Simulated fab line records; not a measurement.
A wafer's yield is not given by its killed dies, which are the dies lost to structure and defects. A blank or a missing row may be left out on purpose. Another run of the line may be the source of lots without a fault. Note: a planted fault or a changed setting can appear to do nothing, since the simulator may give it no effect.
Split-lot study | flow sky130 | 23 wafers read from 5 lots, route of 708 steps

THE SPLIT
At SKY_METAL3_SPUTTER_03 (material Ti, target thk 5 nm, time 3.3 s), the setting powerW was moved away from the recipe's 3000 W on 4 of the 23 wafers read, by -8.9% to +8.3%. For the rest of the wafers, this setting stayed at what the recipe calls for.

The reading is taken at the split's own step.

THE READING
Ti_of_METAL3_SPUTTER_03.thkNm (the simulator's own value, which no gauge read), in nm, at SKY_METAL3_SPUTTER_03 (material Ti, target thk 5 nm, time 3.3 s). No usual value for it is given in the file. The 19 wafers here that ran the recipe average 5.025 nm, standard deviation 0.26 nm.

wafer  | tool, chamber at the split | powerW as run, W | against the recipe | Ti_of_METAL3_SPUTTER_03.thkNm, nm | against lot-mates on the recipe
L074.2 | pvdSputter-02, -           | 3000             | recipe             | 5.224                             | -
L074.3 | pvdSputter-02, -           | 3000             | recipe             | 5.301                             | -
L074.4 | pvdSputter-02, -           | 3000             | recipe             | 5.323                             | -
L074.5 | pvdSputter-02, -           | 3000             | recipe             | 5.318                             | -
L074.6 | pvdSputter-02, -           | 3000             | recipe             | 5.312                             | -
L078.1 | pvdSputter-01, -           | 3000             | recipe             | 4.819                             | -
L078.3 | pvdSputter-01, -           | 3000             | recipe             | 4.858                             | -
L078.4 | pvdSputter-01, -           | 3000             | recipe             | 4.872                             | -
L080.1 | pvdSputter-03, -           | 3248             | +8.3%              | 5.113                             | +0.540
L080.3 | pvdSputter-03, -           | 3000             | recipe             | 4.593                             | -
L080.4 | pvdSputter-03, -           | 3000             | recipe             | 4.447                             | -
L080.5 | pvdSputter-03, -           | 3000             | recipe             | 4.68                              | -
L080.6 | pvdSputter-03, -           | 3248             | +8.3%              | 5.225                             | +0.652
L083.1 | pvdSputter-03, -           | 3000             | recipe             | 5.176                             | -
L083.2 | pvdSputter-03, -           | 3000             | recipe             | 5.237                             | -
L083.3 | pvdSputter-03, -           | 2734             | -8.9%              | 4.907                             | -0.302
L083.4 | pvdSputter-03, -           | 2734             | -8.9%              | 4.617                             | -0.592
L083.6 | pvdSputter-03, -           | 3000             | recipe             | 5.215                             | -
L082.1 | pvdSputter-01, -           | 3000             | recipe             | 5.078                             | -
L082.2 | pvdSputter-01, -           | 3000             | recipe             | 5.119                             | -
L082.3 | pvdSputter-01, -           | 3000             | recipe             | 4.901                             | -
L082.4 | pvdSputter-01, -           | 3000             | recipe             | 5.053                             | -
L082.6 | pvdSputter-01, -           | 3000             | recipe             | 4.946                             | -

FIT RESULTS
A straight line over all 23 wafers: Ti_of_METAL3_SPUTTER_03.thkNm changes by +0.0239 nm for each +1% of powerW; r = +0.34; the points scatter about the line by 0.25 nm.
The same after taking each lot's own level away (the mean of its wafers on the recipe; 23 wafers): +0.0606 nm for each +1%; r = +0.94; scatter 0.084 nm.
The reading moves by 0.54 nm for the largest change in powerW, on that fit.
From 4.5733 to 5.2956 nm: that is the span of the lots' own levels, equal to 2.8 times the standard deviation above.
So the lot-to-lot level blurs the effect unless lot-mates are compared.
Check: -0.618 nm against its lot-mates is what the line predicts for one of the wafers moved furthest among these (-8.9%) when that wafer is left out of the fit. Against them it came out at -0.302 nm.

FURTHER SPLITS ON THESE WAFERS
Before the reading, these wafers also passed through other splits. Each is held against what the fit with the lots' levels taken away leaves over:
other split on the same wafers        | wafers away from the commonest value | r with Ti_of_METAL3_SPUTTER_03.thkNm (lot level and that fit taken away)
SKY_METAL2_SPUTTER_04 powerW          | 8                                    | +0.20
SKY_VIA2_HDPCVD_00 timeS              | 4                                    | -0.08
SKY_VIA2_EXPOSE_09 doseMj             | 5                                    | +0.00
SKY_VIA2_DEVELOP_11 devTempC          | 8                                    | +0.00
SKY_VIA2_SPUTTER_20 chamberPressurePa | 15                                   | -0.08

FILE'S OWN FIT
Ti_of_METAL3_SPUTTER_03.thkNm changes by +0.0605 nm for each +1% of powerW, r = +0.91.
